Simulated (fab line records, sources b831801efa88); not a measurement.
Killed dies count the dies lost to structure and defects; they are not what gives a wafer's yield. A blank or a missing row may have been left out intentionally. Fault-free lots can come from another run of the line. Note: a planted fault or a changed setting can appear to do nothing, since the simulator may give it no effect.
Which tool did it? | flow sky130 | 6 lots, 18 wafers sampled, at 1 step of a route of 708

WHAT EACH GAUGE READ, for each wafer
SKY_SD_N_TW_MEAS_12.
lot  | measured     | on            | SD_N_TW
L627 | day 27 22:47 | film-metro-01 | 4031 4038 4021
L629 | day 28 15:14 | film-metro-04 | 4027 4048 4042
L635 | day 31 13:59 | film-metro-04 | 4070 4113 4052
L637 | day 31 16:05 | film-metro-03 | 4020 4025 4030
L643 | day 33 14:31 | film-metro-01 | 4102 4084 4057
L647 | day 34 10:35 | film-metro-04 | 4087 4100 4065

EACH LOT AND THE TOOL THAT RAN IT (in order: tool; ch and the chambers of the sampled wafers; start)
The record holds no process step before these readings.

THE ANSWER, worked out from the rows above alone
Rule: the usual values come from the lots themselves. The widest of any qualifying gaps counts: lots, ordered by their means at a reading, are off when they make up no more than a third of the lots, leave a main group of 4 or more, and stand apart from it by 3 or more times the standard deviation of that group's means. Not used: any main group whose means are identical at the precision the tables above print for the reading. Also off: a lot with no number at a reading for which 4 or more lots have one. All remaining lots with rows at the step are treated as sound.
No lot is off on any of the readings shown, so nothing can be concluded from this.

WHAT THE SIMULATOR HAD PUT IN
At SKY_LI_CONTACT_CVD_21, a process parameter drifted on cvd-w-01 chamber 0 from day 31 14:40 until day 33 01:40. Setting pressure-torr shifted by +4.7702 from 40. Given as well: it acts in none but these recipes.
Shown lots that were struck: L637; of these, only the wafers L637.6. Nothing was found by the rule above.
